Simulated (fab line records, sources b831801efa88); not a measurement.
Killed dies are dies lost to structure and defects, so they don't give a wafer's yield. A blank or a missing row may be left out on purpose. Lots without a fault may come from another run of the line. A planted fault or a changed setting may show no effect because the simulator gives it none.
Which tool did it? | flow sky130 | 24 lots, 72 wafers sampled, at 6 steps of a route of 708

WHAT THE GAUGES READ, wafer by wafer
SKY_LDD_HVN_OVL_MEAS_07.
lot  | measured     | on         | LDD_HVN_OVL (nm)
L074 | day 20 12:26 | overlay-01 | -0.9 -0.9 0.5
L075 | day 20 22:28 | overlay-02 | 2.2 2.1 2.0
L076 | day 21 05:46 | overlay-01 | -3.2 -2.5 -1.7
L077 | day 21 22:18 | overlay-01 | -2.9 -0.5 -3.0
L079 | day 22 19:11 | overlay-02 | -0.1 0.4 -0.6
L080 | day 22 19:29 | overlay-01 | -2.6 0.0 -1.1
L078 | day 22 19:54 | overlay-02 | 0.6 -0.1 2.0
L081 | day 23 01:51 | overlay-02 | -1.9 -1.8 -0.1
L082 | day 23 21:02 | overlay-01 | -1.5 -1.7 -2.1
L083 | day 23 22:09 | overlay-01 | -3.6 -1.2 -3.3
L085 | day 24 13:10 | overlay-01 | -1.4 -2.4 -1.2
L084 | day 24 13:27 | overlay-01 | -4.5 -4.7 -4.5
L086 | day 24 18:52 | overlay-01 | -1.2 -0.3 -1.7
L087 | day 25 04:55 | overlay-01 | -1.6 -0.8 -4.0
L088 | day 25 13:50 | overlay-02 | -1.4 -1.3 0.0
L089 | day 26 00:20 | overlay-02 | -0.8 -0.2 -0.9
L090 | day 26 09:40 | overlay-02 | 2.2 2.0 1.1
L092 | day 27 02:55 | overlay-02 | -2.8 -0.9 -1.9
L091 | day 27 05:18 | overlay-01 | -1.0 -0.5 -0.5
L093 | day 27 10:51 | overlay-01 | -1.3 -1.3 -2.1
L094 | day 27 18:20 | overlay-02 | -0.1 -4.1 -2.2
L096 | day 28 06:06 | overlay-01 | -2.4 -1.6 -2.0
L095 | day 28 11:21 | overlay-02 | 2.0 1.5 -1.1
L097 | day 29 02:20 | overlay-01 | -2.3 -0.5 -2.4

SKY_SD_N_RS_MEAS_18: measures by four-point-probe.
lot  | measured     | on            | RES_XHIGH_RS (ohm/sq)
L074 | day 28 04:08 | film_metro-03 | 333.7 334.2 335.0
L075 | day 28 16:31 | film_metro-01 | 332.5 332.0 331.5
L076 | day 28 20:30 | film_metro-04 | 332.2 333.2 333.5
L077 | day 29 12:23 | film_metro-03 | 333.6 333.4 333.4
L079 | day 30 08:53 | film_metro-03 | 333.6 334.5 333.5
L080 | day 30 09:29 | film_metro-01 | 336.8 335.5 335.2
L078 | day 30 09:44 | film_metro-03 | 333.8 336.6 334.1
L081 | day 30 12:14 | film_metro-01 | 333.1 335.1 333.9
L082 | day 31 08:47 | film_metro-03 | 333.2 333.5 335.4
L083 | day 31 11:56 | film_metro-01 | 334.2 333.3 332.9
L085 | day 31 20:28 | film_metro-03 | 333.9 332.6 333.4
L084 | day 32 00:41 | film_metro-01 | 334.6 334.2 332.7
L086 | day 32 04:06 | film_metro-01 | 331.8 332.1 331.2
L087 | day 32 15:18 | film_metro-01 | 332.5 331.7 331.6
L088 | day 32 21:17 | film_metro-03 | 332.0 333.4 332.5
L089 | day 33 07:14 | film_metro-04 | 332.1 331.9 333.0
L090 | day 33 15:45 | film_metro-03 | 335.5 334.9 335.1
L092 | day 34 07:22 | film_metro-04 | 331.7 330.1 330.6
L091 | day 34 11:26 | film_metro-04 | 331.4 332.8 333.3
L093 | day 34 12:29 | film_metro-04 | 334.6 334.0 334.0
L094 | day 34 23:14 | film_metro-04 | 333.0 331.9 332.6
L096 | day 35 06:33 | film_metro-04 | 334.9 334.1 332.4
L095 | day 35 13:32 | film_metro-03 | 336.4 335.1 335.9
L097 | day 36 03:35 | film_metro-01 | 332.2 330.9 331.8

SKY_CAP2M_OVL_MEAS_12.
lot  | measured     | on         | CAP2M_OVL (nm)
L074 | day 41 03:29 | overlay-02 | -0.2 -0.6 0.9
L075 | day 41 11:22 | overlay-02 | 1.1 2.4 2.6
L076 | day 41 15:30 | overlay-02 | -0.8 2.2 -1.2
L077 | day 42 04:58 | overlay-02 | 0.6 -2.2 -2.9
L079 | day 42 22:23 | overlay-01 | -1.1 -2.6 -1.7
L080 | day 42 22:34 | overlay-02 | -2.0 1.3 -1.0
L078 | day 42 23:02 | overlay-01 | 0.1 -1.4 -1.2
L081 | day 43 02:40 | overlay-01 | -1.8 -0.4 -0.9
L082 | day 43 20:40 | overlay-01 | 0.5 0.6 -0.4
L083 | day 43 22:25 | overlay-01 | -0.4 -1.3 1.0
L085 | day 44 03:40 | overlay-02 | 0.5 1.2 -0.6
L084 | day 44 09:34 | overlay-02 | 1.6 0.3 1.2
L086 | day 44 14:00 | overlay-02 | 0.5 0.6 -1.3
L087 | day 44 21:31 | overlay-01 | 0.3 0.7 0.8
L088 | day 45 01:08 | overlay-01 | -0.6 -3.3 -0.5
L089 | day 45 10:20 | overlay-02 | 1.4 1.0 1.0
L090 | day 45 15:13 | overlay-02 | 0.1 0.0 -0.1
L092 | day 46 03:13 | overlay-02 | 3.8 2.5 2.0
L091 | day 46 08:48 | overlay-01 | -1.4 0.0 3.0
L093 | day 46 09:06 | overlay-01 | -1.9 -1.2 0.5
L094 | day 46 16:30 | overlay-02 | 0.5 0.7 2.3
L096 | day 46 23:14 | overlay-01 | -0.5 0.6 1.0
L095 | day 47 03:45 | overlay-01 | -1.7 -2.0 -1.6
L097 | day 47 14:09 | overlay-02 | 1.1 0.7 0.5

SKY_VIA4_BOW_MEAS_03.
lot  | measured     | on            | VIA4_BOW (um)
L074 | day 42 04:58 | film_metro-04 | 69 71 75
L075 | day 42 13:25 | film_metro-04 | 82 83 66
L076 | day 42 17:43 | film_metro-01 | 91 88 102
L077 | day 43 06:11 | film_metro-02 | 77 89 74
L079 | day 43 23:46 | film_metro-02 | 83 81 87
L080 | day 44 00:23 | film_metro-01 | 74 84 93
L078 | day 44 01:38 | film_metro-01 | 92 82 87
L081 | day 44 04:10 | film_metro-02 | 71 80 74
L082 | day 44 21:56 | film_metro-02 | 75 92 84
L083 | day 44 22:56 | film_metro-04 | 61 71 86
L085 | day 45 05:12 | film_metro-01 | 79 82 89
L084 | day 45 10:17 | film_metro-01 | 83 82 85
L086 | day 45 14:34 | film_metro-02 | 72 80 77
L087 | day 45 21:20 | film_metro-02 | 84 84 76
L088 | day 46 00:51 | film_metro-02 | 68 67 78
L089 | day 46 10:05 | film_metro-02 | 85 76 70
L090 | day 46 14:29 | film_metro-01 | 62 76 76
L092 | day 47 02:25 | film_metro-02 | 75 74 59
L091 | day 47 07:23 | film_metro-02 | 84 80 83
L093 | day 47 09:32 | film_metro-01 | 67 97 79
L094 | day 47 15:11 | film_metro-04 | 80 88 68
L096 | day 47 21:46 | film_metro-04 | 80 88 81
L095 | day 48 02:31 | film_metro-02 | 84 83 77
L097 | day 48 12:26 | film_metro-01 | 87 92 96

SKY_METAL5_RS_MEAS_05: measures by four-point-probe.
lot  | measured     | on            | METAL5_ALCU_RS (ohm/sq)
L074 | day 43 05:22 | film_metro-03 | 0.0270 0.0271 0.0270
L075 | day 43 14:37 | film_metro-03 | 0.0269 0.0267 0.0267
L076 | day 43 17:49 | film_metro-01 | 0.0270 0.0268 0.0271
L077 | day 44 06:44 | film_metro-02 | 0.0274 0.0269 0.0274
L079 | day 44 23:32 | film_metro-02 | 0.0272 0.0268 0.0268
L080 | day 45 00:41 | film_metro-03 | 0.0277 0.0275 0.0274
L078 | day 45 02:44 | film_metro-02 | 0.0263 0.0269 0.0268
L081 | day 45 04:10 | film_metro-02 | 0.0276 0.0280 0.0274
L082 | day 45 20:26 | film_metro-01 | 0.0273 0.0271 0.0274
L083 | day 45 21:32 | film_metro-03 | 0.0264 0.0267 0.0269
L085 | day 46 03:10 | film_metro-02 | 0.0265 0.0266 0.0268
L084 | day 46 09:40 | film_metro-03 | 0.0272 0.0270 0.0273
L086 | day 46 13:31 | film_metro-03 | 0.0267 0.0268 0.0269
L087 | day 46 20:11 | film_metro-03 | 0.0273 0.0269 0.0276
L088 | day 46 22:51 | film_metro-01 | 0.0273 0.0273 0.0273
L089 | day 47 08:31 | film_metro-02 | 0.0271 0.0271 0.0268
L090 | day 47 12:02 | film_metro-02 | 0.0266 0.0266 0.0268
L092 | day 48 00:15 | film_metro-03 | 0.0270 0.0270 0.0272
L091 | day 48 05:22 | film_metro-02 | 0.0273 0.0269 0.0272
L093 | day 48 07:04 | film_metro-03 | 0.0274 0.0269 0.0272
L094 | day 48 12:59 | film_metro-03 | 0.0273 0.0272 0.0271
L096 | day 48 18:28 | film_metro-03 | 0.0273 0.0277 0.0273
L095 | day 48 22:31 | film_metro-03 | 0.0268 0.0273 0.0269
L097 | day 49 07:58 | film_metro-03 | 0.0268 0.0270 0.0273

WHICH TOOL RAN EACH LOT (tool, then ch and the chambers of the sampled wafers, then the start)
lot  | SKY_METAL5_SPUTTER_03
L074 | pvd_sputter-02, day 43 05:18
L075 | pvd_sputter-02, day 43 14:31
L076 | pvd_sputter-02, day 43 17:43
L077 | pvd_sputter-04, day 44 06:40
L079 | pvd_sputter-03, day 44 23:28
L080 | pvd_sputter-04, day 45 00:37
L078 | pvd_sputter-02, day 45 02:40
L081 | pvd_sputter-04, day 45 04:07
L082 | pvd_sputter-04, day 45 20:22
L083 | pvd_sputter-02, day 45 21:28
L085 | pvd_sputter-03, day 46 03:04
L084 | pvd_sputter-04, day 46 09:36
L086 | pvd_sputter-03, day 46 13:25
L087 | pvd_sputter-02, day 46 20:04
L088 | pvd_sputter-04, day 46 22:47
L089 | pvd_sputter-03, day 47 08:27
L090 | pvd_sputter-02, day 47 11:57
L092 | pvd_sputter-04, day 48 00:09
L091 | pvd_sputter-02, day 48 05:18
L093 | pvd_sputter-02, day 48 07:00
L094 | pvd_sputter-03, day 48 12:55
L096 | pvd_sputter-02, day 48 18:23
L095 | pvd_sputter-03, day 48 22:27
L097 | pvd_sputter-04, day 49 07:55
- SKY_METAL5_SPUTTER_03: material Ti, target thk 5 nm, time 3.3 s.

WHAT THE TOOLS THEMSELVES READ (means of the sampled wafers that have a number; where no wafer has one, the mark that the record gives instead)
SKY_METAL5_SPUTTER_03.
lot  | tool           | throttle_valve_pct (%)
L074 | pvd_sputter-02 | 30.2
L075 | pvd_sputter-02 | 28.2
L076 | pvd_sputter-02 | 29.7
L077 | pvd_sputter-04 | 29.8
L079 | pvd_sputter-03 | 30.0
L080 | pvd_sputter-04 | 29.5
L078 | pvd_sputter-02 | 30.9
L081 | pvd_sputter-04 | 30.1
L082 | pvd_sputter-04 | 29.7
L083 | pvd_sputter-02 | 29.7
L085 | pvd_sputter-03 | 29.0
L084 | pvd_sputter-04 | 29.8
L086 | pvd_sputter-03 | 29.9
L087 | pvd_sputter-02 | 31.0
L088 | pvd_sputter-04 | 30.3
L089 | pvd_sputter-03 | 30.9
L090 | pvd_sputter-02 | 28.9
L092 | pvd_sputter-04 | 30.0
L091 | pvd_sputter-02 | 29.6
L093 | pvd_sputter-02 | 29.5
L094 | pvd_sputter-03 | 30.9
L096 | pvd_sputter-02 | 28.1
L095 | pvd_sputter-03 | 30.0
L097 | pvd_sputter-04 | 29.6

THE ANSWER, worked out from the rows above alone
Rule: what is usual is taken from the lots themselves. Put in order of their means at a reading, lots are off if they are a third of the lots or fewer, leave a main group of 4 or more, and stand apart from it by a gap of 3 or more times the standard deviation of the main group's means; of several such gaps the widest counts. A main group whose means are all the same, to the digits that the tables above print for the reading, isn't used. A lot without any number at a reading at which 4 lots or more have one is off too. The other lots that the step has rows for count as sound. The gauges are gone through in route order, then the tools' own readings, and for those a lot's mean is taken as printed above. The first step at which some lot is off is used, and at that step the reading that is off furthest; a lot without a number counts as furthest.
No lot is off at any reading shown: from this, nothing can be told.

WHAT THE SIMULATOR HAD PUT IN
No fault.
